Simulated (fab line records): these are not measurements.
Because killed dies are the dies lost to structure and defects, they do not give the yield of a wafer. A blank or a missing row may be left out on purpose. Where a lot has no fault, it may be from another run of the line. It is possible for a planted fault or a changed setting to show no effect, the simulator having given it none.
fab line records | flow sky130
[record] lots = 13 wafers = 39 last-day = 50
route steps=708 shown SONOS_ONO@168
lots that met no fault: taken from a fault-free run of the same line
start-h: hours from the record's first day to the start of the lot's first wafer shown | wait-h: hours from the lot's prior step to this one | " identical to the entry in the row above | L1.1+2: one row covering several wafers at once | - value missing, or start not given | * or withheld: withheld | < > ~ a bound
route shown NAME@n: NAME is a module with steps in the file, n the number in the route of the first one | usual: mean/standard deviation taken from wafers without a fault | same: alike in all rows | chamber/n: place in a boat | sites: the reading at each site | _std_site: how widely they spread, as a standard deviation | _edge_site: the outer-site mean with the inner-site mean subtracted | radius-mm: how far each site lies from the wafer's centre | mask NAME#n: copy n | behind: the last tool/chamber to shape the wafer | hold: cause of the lot's hold/its duration in hours/its outcome | device: the transistor (n, p or np) that didn't switch | end of line: tests run on the same wafers once the route is complete | a step given without rows: its recipe and nothing more | killed: dies lost to structure and defects at the first sort, not the wafer's yield | map: the dies of a wafer, with x for killed, . for not killed, _ for no die there
set.NAME: the setting that was run; set.NAME@STEP: the one run at that earlier step | model.NAME: the simulator's own value behind a step, which no gauge read
one table for each step of the route and one row for each wafer, over a sample of lots
services: a tool's chamber out of use, with start hour (start-h, from the record's first day; less than 0 if before it), hours out, and reason
[[steps]]
[step SKY_SONOS_ONO_OXIDATION_00]
[recipe] temp-c = 800 ambient = O2 idle-temp-c = 700 ramp-up-c-per-min = 10 ramp-down-c-per-min = 3 stabilise-s = 600 purge-s = 300 target-thk-a = 26 ox-time-s = 1249
[usual] spike-tc-bottom-C = 818.3/2.3 spike-tc-centre-C = 801.4/1.2 spike-tc-lower-C = 801.1/1.2 spike-tc-top-C = 812.9/1.5 spike-tc-upper-C = 799.9/1 tube-center-temp-C = 799.99/0.066 tube_center_temp_C_max = 802.0/0.34
[same] purge-s = 300
// columns lot.wafer tool chamber start-h wait-h spike-tc-bottom-C spike-tc-centre-C spike-tc-lower-C spike-tc-top-C spike-tc-upper-C tube-center-temp-C tube_center_temp_C_max
L696.3 furnace-02 0 248.45 0.4 815.4 799.4 800.3 812.3 798.7 799.96 801.5
L696.4 " 0 " " 816.1 800.1 799.0 811.7 799.3 799.92 802.2
L696.5 " 0 " " 815.2 799.6 800.2 812.4 800.4 799.99 801.9
L697.1 furnace-02 0 260.45 0.4 814.5 799.0 801.2 810.7 799.0 799.91 802.8
L697.5 " 0 " " 813.4 801.0 802.4 811.6 799.3 799.98 801.9
L697.6 " 0 " " 815.7 798.6 799.4 811.7 799.2 799.97 802.2
L698.3 furnace-01 0 263.25 0.7 819.8 801.5 800.8 812.3 800.8 799.98 802.4
L698.4 " 0 " " 820.9 801.6 801.4 813.0 799.4 799.95 801.6
L698.6 " 0 " " 817.8 802.5 800.5 813.4 800.3 799.93 802.4
L699.1 furnace-02 0 266.95 0.3 815.9 800.0 800.4 811.6 799.8 799.9 802.0
L699.2 " 0 " " 813.7 799.0 803.1 810.1 798.2 799.96 802.3
L699.6 " 0 " " 814.3 799.5 799.3 810.6 798.9 800.07 802.4
L700.4 furnace-01 0 297.14 0.0 820.4 803.1 801.1 812.9 801.1 800 801.9
L700.5 " 0 " " 818.3 802.4 802.2 813.2 801.3 799.98 801.7
L700.6 " 0 " " 818.8 803.3 801.6 814.3 799.4 799.93 801.4
L701.3 furnace-01 0 313.51 0.0 820.1 803.7 801.1 814.7 801.6 799.97 802.7
L701.5 " 0 " " 818.9 801.4 800.2 813.0 799.2 800.01 802.0
L701.6 " 0 " " 819.9 800.8 800.4 814.9 800.2 800.01 801.7
L704.1 furnace-01 0 325.59 0.0 843.9 826.4 823.0 839.0 823.6 824.85 827.4
L704.2 " 0 " " 844.4 827.2 827.0 838.0 824.5 824.59 826.5
L704.5 " 0 " " 845.3 825.0 826.5 838.9 823.5 824.7 826.9
L705.2 furnace-01 0 334.75 1.8 844.5 826.7 825.4 839.3 824.2 824.68 826.8
L705.4 " 0 " " 846.1 827.6 826.1 838.3 826.4 824.59 827.1
L705.6 " 0 " " 843.1 826.7 824.3 837.8 824.6 824.67 826.3
L707.2 furnace-02 0 339.45 0.1 816.3 801.6 799.2 810.6 798.1 800.02 801.7
L707.4 " 0 " " 815.5 799.1 798.7 811.3 798.3 800.02 802.1
L707.5 " 0 " " 815.3 800.9 801.3 811.4 801.1 800.03 801.9
L706.1 furnace-01 0 344.16 0.0 844.0 826.6 826.6 836.8 823.7 824.71 827.1
L706.2 " 0 " " 842.2 826.3 825.5 836.3 825.1 824.62 826.2
L706.6 " 0 " " 843.3 827.6 827.4 839.5 824.4 824.57 826.3
L717.2 furnace-01 0 423.09 0.2 821.2 801.2 801.0 813.6 800.4 799.98 802.0
L717.4 " 0 " " 820.3 801.4 800.5 813.8 801.1 799.96 801.9
L717.6 " 0 " " 817.6 802.6 801.0 813.7 799.9 800.03 802.0
L718.2 furnace-01 0 423.09 1.2 819.2 802.0 802.8 813.5 800.1 799.96 802.2
L718.4 " 0 " " 820.9 801.3 802.1 813.0 799.6 800.07 802.2
L718.6 " 0 " " 822.1 802.4 799.7 813.6 801.6 799.89 802.5
L719.1 furnace-01 0 432.99 0.0 820.9 800.0 802.0 813.0 800.0 800.04 801.8
L719.3 " 0 " " 819.3 802.6 800.8 815.1 802.3 799.85 802.5
L719.4 " 0 " " 820.4 801.4 799.1 812.4 802.1 799.96 802.3
[step SKY_SONOS_ONO_THK_MEAS_01]
[recipe] reads = SiO2_of_SONOS_ONO_OXIDATION_00
[usual] SONOS_ONO_OXIDATION_THK = 2.62/0.049
// columns lot.wafer tool chamber start-h wait-h SONOS_ONO_OXIDATION_THK[nm]
L696.3 film-metro-03 - 249.82 0.0 2.48
L696.4 " - " " 2.47
L696.5 " - " " 2.55
L697.1 film-metro-02 - 261.79 0.0 2.56
L697.5 " - " " 2.62
L697.6 " - " " 2.65
L698.3 film-metro-03 - 264.61 0.0 2.50
L698.4 " - " " 2.57
L698.6 " - " " 2.61
L699.1 film-metro-02 - 268.29 0.0 2.55
L699.2 " - " " 2.56
L699.6 " - " " 2.67
L700.4 film-metro-02 - 298.52 0.0 2.54
L700.5 " - " " 2.54
L700.6 " - " " 2.65
L701.3 film-metro-04 - 314.88 0.0 2.64
L701.5 " - " " 2.57
L701.6 " - " " 2.64
L704.1 film-metro-02 - 326.94 0.0 3.69
L704.2 " - " " 3.73
L704.5 " - " " 3.74
L705.2 film-metro-04 - 336.11 0.0 3.61
L705.4 " - " " 3.69
L705.6 " - " " 3.63
L707.2 film-metro-02 - 340.81 0.0 2.62
L707.4 " - " " 2.61
L707.5 " - " " 2.54
L706.1 film-metro-03 - 345.51 0.0 3.68
L706.2 " - " " 3.69
L706.6 " - " " 3.64
L717.2 film-metro-04 - 424.45 0.0 2.55
L717.4 " - " " 2.60
L717.6 " - " " 2.59
L718.2 film-metro-02 - 424.45 0.0 2.49
L718.4 " - " " 2.59
L718.6 " - " " 2.58
L719.1 film-metro-03 - 434.34 0.0 2.60
L719.3 " - " " 2.67
L719.4 " - " " 2.71
[[services]]
// columns tool chamber start-h hours kind
furnace-01 - 233.23 3.1 pm
furnace-01 - 401.63 3.1 pm
furnace-01 - 418.75 2.9 pm
[[key]]
[first-sign] step = SKY_SONOS_ONO_OXIDATION_00 reading = tube-center-temp-C direction = up sigmas = 99+ usual = * struck = *
[effect] step = SKY_SONOS_ONO_OXIDATION_00 reading = tube_center_temp_C_max direction = up sigmas = 72 usual = * struck = *
[effect] step = SKY_SONOS_ONO_THK_MEAS_01 reading = SONOS_ONO_OXIDATION_THK direction = up sigmas = 22 usual = 2.62 struck = 3.68
met-at SKY_SONOS_ONO_OXIDATION_00
struck-lots L704,L705,L706
tester-left-out L704,L705,L706
onset-between 313.51 325.59
[fault] kind = process-parameter-drift tool = furnace-01 chamber = - onset-h = 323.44 steps = SKY_SONOS_ONO_OXIDATION_00 channel = temp-c offset = * shape = step end-h = 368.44 acts-in = * stated = *
// tester-left-out: of these lots the tester's yield and bins aren't shown, on N5 and GAA mostly nor the transistor test; their killed dies are dies lost to structure and defects alone, not to doping, threshold or leakage, so they don't give the yield
